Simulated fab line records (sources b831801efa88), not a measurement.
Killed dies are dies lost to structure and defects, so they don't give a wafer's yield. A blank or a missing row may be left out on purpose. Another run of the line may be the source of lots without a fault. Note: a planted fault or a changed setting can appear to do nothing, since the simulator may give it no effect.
Comparing a struck lot with a sound one | flow sky130 | 17 steps out of a route of 708
Sound: the wafers L744.1, L744.5, L744.6. Wafers struck: L746.1, L746.2, L746.6. Last of all comes the cause.
At each step with rows: each side's tool, then ch and its chambers, then its first start. Under that, the readings that differ: sound wafers | struck wafers | difference of the means | sigmas: that difference in standard deviations of wafers without a fault.
alike: readings with means less than 2 such deviations apart, plus words and numbers identical on both sides. not compared: withheld readings, readings lacking a value on some wafer, bounds such as >300 that could conceal the same value, and numbers that have no deviation in the record and whose values overlap.
The two part at a step that has a row with sigmas, a row that says differs or no value, or rows on one side only. When numbers do not overlap yet have no deviation, they are printed without sigmas and do not part them. A reading that every wafer of one side lacks parts them only if that side has two wafers or more.

first, 3 steps without rows for these wafers: SKY_VIA2_EXPOSE_09 (exposes mask VIM2, target cd 200 nm); SKY_VIA2_PEB_10; SKY_VIA2_DEVELOP_11 (develop time 60 s).
SKY_VIA2_CD_MEAS_12: the cd target is 200 nm.
  sound on cdSem-01 at day 40 11:05; struck on cdSem-01 at day 41 06:10
  alike: cdNm
SKY_VIA2_OVL_MEAS_13:
  sound on overlay-01 at day 40 11:13; struck on overlay-02 at day 41 06:17
  alike: VIA2_OVL
SKY_VIA2_ETCH_14: etches BARC in N2/H2, stops on SiO2, time 45.9 s, target depth 60 nm.
  sound on rieDiel-04 ch 0,1,2, day 40 11:14; struck on rieDiel-04 ch 0,3, day 41 06:19
  alike: drypumpMotorCurrentA, oesProductAu, throttleValvePct
  not compared: rfHoursCounterH
SKY_VIA2_ETCH_15: etches SiO2 in C4F8/O2/Ar, stops on TiN, target depth 546 nm, time 84 s.
  sound on rieDiel-04 ch 0,1,2, day 40 11:17; struck on rieDiel-04 ch 0,3, day 41 06:22
  alike: oesProductAu
  not compared: rfHoursCounterH
SKY_VIA2_STRIP_16: strips in O2/N2.
  sound on plasmaAsher-04 ch 0,1, day 40 11:21; struck on plasmaAsher-02 ch 0,1, day 41 06:26
  alike: drypumpMotorCurrentA, o2FlowSccm, oesProductAu, stripTimeToEndpointS
  not compared: rfHoursCounterH
then, 3 steps without rows for these wafers: SKY_VIA2_STRIP_17 (strips in post etch residue remover, time 1200 s); SKY_VIA2_CLEAN_18 (cleans in IPA, time 180 s); SKY_VIA2_CLEAN_19 (cleans in O3/DIW).
SKY_VIA2_SPUTTER_20: material TiN, target thk 20 nm, time 80 s.
  sound on pvdSputter-04 at day 40 11:59; struck on pvdSputter-03 at day 41 07:05
  alike: throttleValvePct
SKY_VIA2_CVD_21: deposits W, target thk 420 nm, time 126.4 s.
  sound on cvdW-02 ch 0,1, day 40 12:02; struck on cvdW-01 ch 0,1, day 41 07:09
  no value came back on the struck wafers for chamberPressureTorr (Torr), heaterPowerOuterW (W), heaterPowerW (W); on the sound wafers chamberPressureTorr (Torr) reads 40.10 39.91 39.95
SKY_VIA2_RS_MEAS_22: measures by four-point-probe.
  sound on filmMetro-03 at day 40 12:11; struck on filmMetro-04 at day 41 07:17
reading            | sound                | struck               | difference | sigmas
VIA2_W_RS (ohm/sq) | 0.2736 0.2738 0.2729 | 58.101 56.806 57.113 | +57.067    | +99 or more
SKY_VIA2_THK_MEAS_23: measures by xrf.
  sound on filmMetro-03 at day 40 12:18; struck on filmMetro-04 at day 41 07:24
  not compared: VIA2_W_THK
SKY_VIA2_CMP_24: polishes, stops on SiO2, t overpolish 20 s, target thk 0 nm.
  sound on cmp-02 ch 0,1,2, day 40 12:31; struck on cmp-02 ch 0,1, day 41 07:31
reading             | sound      | struck | difference | sigmas
timeToEndpointS (s) | 109 99 105 | 8 2 5  | -99        | -20
  alike: motorCurrentA, slurryFlowMlMin
-- the record jumps here: 8 days lie between the struck wafers' starts before and after (it left off in module VIA2 and takes up again in module PAD_OPEN, whose first step shown is number 708 of the route) --
SKY_PAD_OPEN_PROBE_99:
  sound on prober-02 at day 49 00:41; struck on prober-02 at day 49 14:32
reading                 | sound          | struck         | difference | sigmas
defectLimitedYield (%)  | 82.9 81.5 79.3 | 0 0 0          | -81        | -41
killed_at_M0_to_M3      | 40 43 45       | 462 446 442    | +407       | +62
killedDies              | 84 91 102      | 492 492 492    | +400       | +42
killedOnRim             | 13 16 16       | 96 96 96       | +81        | +20
sort_bin_5_function (%) | 10.2 11.0 14.0 | 93.7 94.9 92.9 | +82.1      | +55
sortNPass               | 408 401 390    | 0 0 0          | -400       | -42
sortYieldPct (%)        | 82.9 81.5 79.3 | 0 0 0          | -81        | -41
  alike: killed_at_M4_up, killedAtContacts, killedAtFrontEnd, killedAtOther, killedOpen, killedShort, sort_bin_3_pad_short, sort_bin_6_memory

== WHERE THEY PART ==
Earliest at SKY_VIA2_CVD_21; latest, in this record, at SKY_PAD_OPEN_PROBE_99.

WHY: the cause the simulator had injected
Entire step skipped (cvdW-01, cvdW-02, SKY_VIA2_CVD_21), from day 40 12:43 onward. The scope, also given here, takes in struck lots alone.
